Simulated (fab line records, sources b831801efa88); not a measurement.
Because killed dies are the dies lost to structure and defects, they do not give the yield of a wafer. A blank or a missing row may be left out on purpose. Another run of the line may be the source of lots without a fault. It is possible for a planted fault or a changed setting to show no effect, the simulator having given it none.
What tool caused it? || flow gf180mcu || 12 lots with 36 wafers sampled at 5 steps, on a route of 602 steps

## WHAT THE GAUGES READ, wafer by wafer
GF_STI_BOW_MEAS_00. Usual: INCOMING_BOW typically reads 0 um, with standard deviation 6.5.
{"lot": "L919", "measured": "day 1 15:01", "on": "filmMetro-02", "INCOMING_BOW (um)": "-5 1 -4", "flag": ""}
{"lot": "L922", "measured": "day 2 06:00", "on": "filmMetro-04", "INCOMING_BOW (um)": "2 0 14", "flag": ""}
{"lot": "L923", "measured": "day 2 11:02", "on": "filmMetro-03", "INCOMING_BOW (um)": "-4 -9 -2", "flag": ""}
{"lot": "L924", "measured": "day 2 16:01", "on": "filmMetro-04", "INCOMING_BOW (um)": "1 -11 4", "flag": ""}
{"lot": "L929", "measured": "day 3 17:00", "on": "filmMetro-04", "INCOMING_BOW (um)": "-5 -1 -5", "flag": ""}
{"lot": "L930", "measured": "day 3 22:00", "on": "filmMetro-04", "INCOMING_BOW (um)": "-1 -1 -1", "flag": ""}
{"lot": "L931", "measured": "day 4 03:00", "on": "filmMetro-02", "INCOMING_BOW (um)": "6 12 1", "flag": ""}
{"lot": "L936", "measured": "day 5 04:02", "on": "filmMetro-03", "INCOMING_BOW (um)": "0 9 -14", "flag": ""}
{"lot": "L937", "measured": "day 5 09:00", "on": "filmMetro-03", "INCOMING_BOW (um)": "5 2 7", "flag": ""}
{"lot": "L938", "measured": "day 5 14:00", "on": "filmMetro-03", "INCOMING_BOW (um)": "4 9 9", "flag": ""}
{"lot": "L939", "measured": "day 5 19:00", "on": "filmMetro-02", "INCOMING_BOW (um)": "6 -5 1", "flag": ""}
{"lot": "L941", "measured": "day 6 05:00", "on": "filmMetro-02", "INCOMING_BOW (um)": "-1 -9 -4", "flag": ""}

GF_NWELL_TW_MEAS_11. Usual: NWELL_TW typically reads 1573, with standard deviation 14.
{"lot": "L919", "measured": "day 3 13:02", "on": "filmMetro-03", "NWELL_TW": "1582 1581 1584", "flag": ""}
{"lot": "L922", "measured": "day 4 05:52", "on": "filmMetro-02", "NWELL_TW": "1578 1584 1581", "flag": ""}
{"lot": "L923", "measured": "day 4 12:02", "on": "filmMetro-03", "NWELL_TW": "1591 1599 1589", "flag": ""}
{"lot": "L924", "measured": "day 4 17:20", "on": "filmMetro-02", "NWELL_TW": "1574 1577 1573", "flag": ""}
{"lot": "L929", "measured": "day 5 20:16", "on": "filmMetro-01", "NWELL_TW": "1430 1439 1435", "flag": "OFF"}
{"lot": "L930", "measured": "day 6 01:13", "on": "filmMetro-02", "NWELL_TW": "1450 1442 1440", "flag": "OFF"}
{"lot": "L931", "measured": "day 6 07:07", "on": "filmMetro-03", "NWELL_TW": "1451 1455 1455", "flag": "OFF"}
{"lot": "L936", "measured": "day 7 09:26", "on": "filmMetro-01", "NWELL_TW": "1565 1559 1559", "flag": ""}
{"lot": "L937", "measured": "day 7 16:13", "on": "filmMetro-01", "NWELL_TW": "1567 1566 1568", "flag": ""}
{"lot": "L938", "measured": "day 7 20:22", "on": "filmMetro-02", "NWELL_TW": "1583 1584 1589", "flag": ""}
{"lot": "L939", "measured": "day 8 02:04", "on": "filmMetro-01", "NWELL_TW": "1563 1558 1561", "flag": ""}
{"lot": "L941", "measured": "day 8 15:43", "on": "filmMetro-02", "NWELL_TW": "1583 1577 1577", "flag": ""}

GF_VT_IMPLANT_RS_MEAS_47: the measuring method here is four-point-probe. Usual: NWELL_RS typically reads 488.0 ohm/sq, with standard deviation 1.3.
{"lot": "L919", "measured": "day 7 19:58", "on": "filmMetro-01", "NWELL_RS (ohm/sq)": "488.9 489.8 490.5", "flag": ""}
{"lot": "L922", "measured": "day 8 16:11", "on": "filmMetro-01", "NWELL_RS (ohm/sq)": "489.2 488.5 490.6", "flag": ""}
{"lot": "L923", "measured": "day 8 22:47", "on": "filmMetro-03", "NWELL_RS (ohm/sq)": "489.1 488.6 487.1", "flag": ""}
{"lot": "L924", "measured": "day 9 05:19", "on": "filmMetro-02", "NWELL_RS (ohm/sq)": "486.4 488.6 489.2", "flag": ""}
{"lot": "L929", "measured": "day 10 15:30", "on": "filmMetro-03", "NWELL_RS (ohm/sq)": "580.6 578.2 577.4", "flag": "OFF"}
{"lot": "L930", "measured": "day 10 22:39", "on": "filmMetro-02", "NWELL_RS (ohm/sq)": "578.0 578.2 578.8", "flag": "OFF"}
{"lot": "L931", "measured": "day 11 04:50", "on": "filmMetro-03", "NWELL_RS (ohm/sq)": "578.4 580.5 579.3", "flag": "OFF"}
{"lot": "L936", "measured": "day 12 13:45", "on": "filmMetro-03", "NWELL_RS (ohm/sq)": "487.9 488.6 486.2", "flag": ""}
{"lot": "L937", "measured": "day 12 22:08", "on": "filmMetro-03", "NWELL_RS (ohm/sq)": "486.3 488.0 486.4", "flag": ""}
{"lot": "L938", "measured": "day 13 03:57", "on": "filmMetro-02", "NWELL_RS (ohm/sq)": "488.9 489.0 486.8", "flag": ""}
{"lot": "L939", "measured": "day 13 11:03", "on": "filmMetro-02", "NWELL_RS (ohm/sq)": "488.9 487.0 486.6", "flag": ""}
{"lot": "L941", "measured": "day 14 03:27", "on": "filmMetro-01", "NWELL_RS (ohm/sq)": "485.5 486.7 486.3", "flag": ""}

## WHAT TOOL EACH LOT RAN ON (gives the tool, then ch and the chambers of the sampled wafers, and finally the start)
{"lot": "L919", "GF_NWELL_IMPLANT_08": "implanter-03 ch 0, day 3 12:39", "GF_NWELL_STRIP_10": "plasmaAsher-01 ch 0,1, day 3 12:56"}
{"lot": "L922", "GF_NWELL_IMPLANT_08": "implanter-03 ch 0, day 4 05:28", "GF_NWELL_STRIP_10": "plasmaAsher-04 ch 0, day 4 05:46"}
{"lot": "L923", "GF_NWELL_IMPLANT_08": "implanter-02 ch 0, day 4 11:40", "GF_NWELL_STRIP_10": "plasmaAsher-04 ch 0,1, day 4 11:57"}
{"lot": "L924", "GF_NWELL_IMPLANT_08": "implanter-02 ch 0, day 4 16:57", "GF_NWELL_STRIP_10": "plasmaAsher-01 ch 0,1, day 4 17:14"}
{"lot": "L929", "GF_NWELL_IMPLANT_08": "implanter-03 ch 0, day 5 19:52", "GF_NWELL_STRIP_10": "plasmaAsher-01 ch 0,1, day 5 20:10"}
{"lot": "L930", "GF_NWELL_IMPLANT_08": "implanter-03 ch 0, day 6 00:49", "GF_NWELL_STRIP_10": "plasmaAsher-03 ch 0,1, day 6 01:07"}
{"lot": "L931", "GF_NWELL_IMPLANT_08": "implanter-03 ch 0, day 6 06:43", "GF_NWELL_STRIP_10": "plasmaAsher-03 ch 0,1, day 6 07:01"}
{"lot": "L936", "GF_NWELL_IMPLANT_08": "implanter-04 ch 0, day 7 09:04", "GF_NWELL_STRIP_10": "plasmaAsher-01 ch 0,1, day 7 09:20"}
{"lot": "L937", "GF_NWELL_IMPLANT_08": "implanter-04 ch 0, day 7 15:49", "GF_NWELL_STRIP_10": "plasmaAsher-01 ch 0,1, day 7 16:07"}
{"lot": "L938", "GF_NWELL_IMPLANT_08": "implanter-04 ch 0, day 7 19:58", "GF_NWELL_STRIP_10": "plasmaAsher-03 ch 0,1, day 7 20:16"}
{"lot": "L939", "GF_NWELL_IMPLANT_08": "implanter-04 ch 0, day 8 01:40", "GF_NWELL_STRIP_10": "plasmaAsher-04 ch 0,1, day 8 01:58"}
{"lot": "L941", "GF_NWELL_IMPLANT_08": "implanter-02 ch 0, day 8 15:19", "GF_NWELL_STRIP_10": "plasmaAsher-01 ch 0,1, day 8 15:37"}
- GF_NWELL_IMPLANT_08
- GF_NWELL_STRIP_10: strips in O2/N2.

## AS READ BY THE TOOLS THEMSELVES (means over the sampled wafers that have a number; for cases with no such wafer, the mark the record gives instead)
GF_NWELL_STRIP_10. Usual: chamberPressureMTorr 1500.0 mTorr, standard deviation 1.3; drypumpMotorCurrentA 5.7 A, standard deviation 0.42; heaterPowerW 367 W, standard deviation 35; oesProductAu 0.723 a.u., standard deviation 0.0048; stripTimeToEndpointS 36.94 s, standard deviation 0.084.
{"lot": "L919", "tool": "plasmaAsher-01", "chamberPressureMTorr (mTorr)": 1500.7, "drypumpMotorCurrentA (A)": 6.1, "heaterPowerW (W)": 355, "oesProductAu (a.u.)": 0.722, "stripTimeToEndpointS (s)": 36.88, "flag": ""}
{"lot": "L922", "tool": "plasmaAsher-04", "chamberPressureMTorr (mTorr)": 1499.6, "drypumpMotorCurrentA (A)": 5.7, "heaterPowerW (W)": 332, "oesProductAu (a.u.)": 0.721, "stripTimeToEndpointS (s)": 36.98, "flag": ""}
{"lot": "L923", "tool": "plasmaAsher-04", "chamberPressureMTorr (mTorr)": 1500.9, "drypumpMotorCurrentA (A)": 5.3, "heaterPowerW (W)": 341, "oesProductAu (a.u.)": 0.724, "stripTimeToEndpointS (s)": 36.92, "flag": ""}
{"lot": "L924", "tool": "plasmaAsher-01", "chamberPressureMTorr (mTorr)": 1500.1, "drypumpMotorCurrentA (A)": 6.0, "heaterPowerW (W)": 354, "oesProductAu (a.u.)": 0.722, "stripTimeToEndpointS (s)": 37.01, "flag": ""}
{"lot": "L929", "tool": "plasmaAsher-01", "chamberPressureMTorr (mTorr)": 1500.6, "drypumpMotorCurrentA (A)": 6.1, "heaterPowerW (W)": 350, "oesProductAu (a.u.)": 0.723, "stripTimeToEndpointS (s)": 36.88, "flag": ""}
{"lot": "L930", "tool": "plasmaAsher-03", "chamberPressureMTorr (mTorr)": 1499.3, "drypumpMotorCurrentA (A)": 5.3, "heaterPowerW (W)": 416, "oesProductAu (a.u.)": 0.722, "stripTimeToEndpointS (s)": 36.91, "flag": ""}
{"lot": "L931", "tool": "plasmaAsher-03", "chamberPressureMTorr (mTorr)": 1499.9, "drypumpMotorCurrentA (A)": 5.5, "heaterPowerW (W)": 397, "oesProductAu (a.u.)": 0.727, "stripTimeToEndpointS (s)": 36.88, "flag": ""}
{"lot": "L936", "tool": "plasmaAsher-01", "chamberPressureMTorr (mTorr)": 1499.4, "drypumpMotorCurrentA (A)": 6.1, "heaterPowerW (W)": 354, "oesProductAu (a.u.)": 0.724, "stripTimeToEndpointS (s)": 36.97, "flag": ""}
{"lot": "L937", "tool": "plasmaAsher-01", "chamberPressureMTorr (mTorr)": 1499.4, "drypumpMotorCurrentA (A)": 6.0, "heaterPowerW (W)": 352, "oesProductAu (a.u.)": 0.718, "stripTimeToEndpointS (s)": 36.89, "flag": ""}
{"lot": "L938", "tool": "plasmaAsher-03", "chamberPressureMTorr (mTorr)": 1500.4, "drypumpMotorCurrentA (A)": 5.3, "heaterPowerW (W)": 425, "oesProductAu (a.u.)": 0.722, "stripTimeToEndpointS (s)": 37.00, "flag": ""}
{"lot": "L939", "tool": "plasmaAsher-04", "chamberPressureMTorr (mTorr)": 1500.6, "drypumpMotorCurrentA (A)": 5.5, "heaterPowerW (W)": 340, "oesProductAu (a.u.)": 0.724, "stripTimeToEndpointS (s)": 36.95, "flag": ""}
{"lot": "L941", "tool": "plasmaAsher-01", "chamberPressureMTorr (mTorr)": 1499.6, "drypumpMotorCurrentA (A)": 6.1, "heaterPowerW (W)": 355, "oesProductAu (a.u.)": 0.722, "stripTimeToEndpointS (s)": 36.98, "flag": ""}

## THE ANSWER, worked out from the rows above alone
Rule: a lot counts as off when the mean over its wafers that have a number is more than 3 standard deviations away from the usual mean. A lot without any number at a reading at which 4 lots or more have one is off too. The other lots that the step has rows for count as sound. First the gauges in route order, then the tools' own readings, where a lot's mean is used as printed above. At the first step where some lot is off, the reading lying furthest off is the one used; lots without a number count as furthest.
Off: at GF_NWELL_TW_MEAS_11 (NWELL_TW), L929, L930, L931.
If a tool, at a process step before that reading, ran all the lots that are off and no sound lot after the first of them, it fits. Those tools and the gauges at GF_NWELL_TW_MEAS_11 are tried in the same way. One fits: implanter-03 at GF_NWELL_IMPLANT_08. Its last sound lot is L922 (day 4 05:28), its first lot that is off L929 (day 5 19:52): a fault that began between those two fits.

## WHAT WAS PUT IN BY THE SIMULATOR
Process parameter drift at GF_NWELL_IMPLANT_08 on implanter-03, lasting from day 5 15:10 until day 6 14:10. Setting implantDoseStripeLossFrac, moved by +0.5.
Struck lots among those shown: L929, L930, L931. Same finding as the rule above.
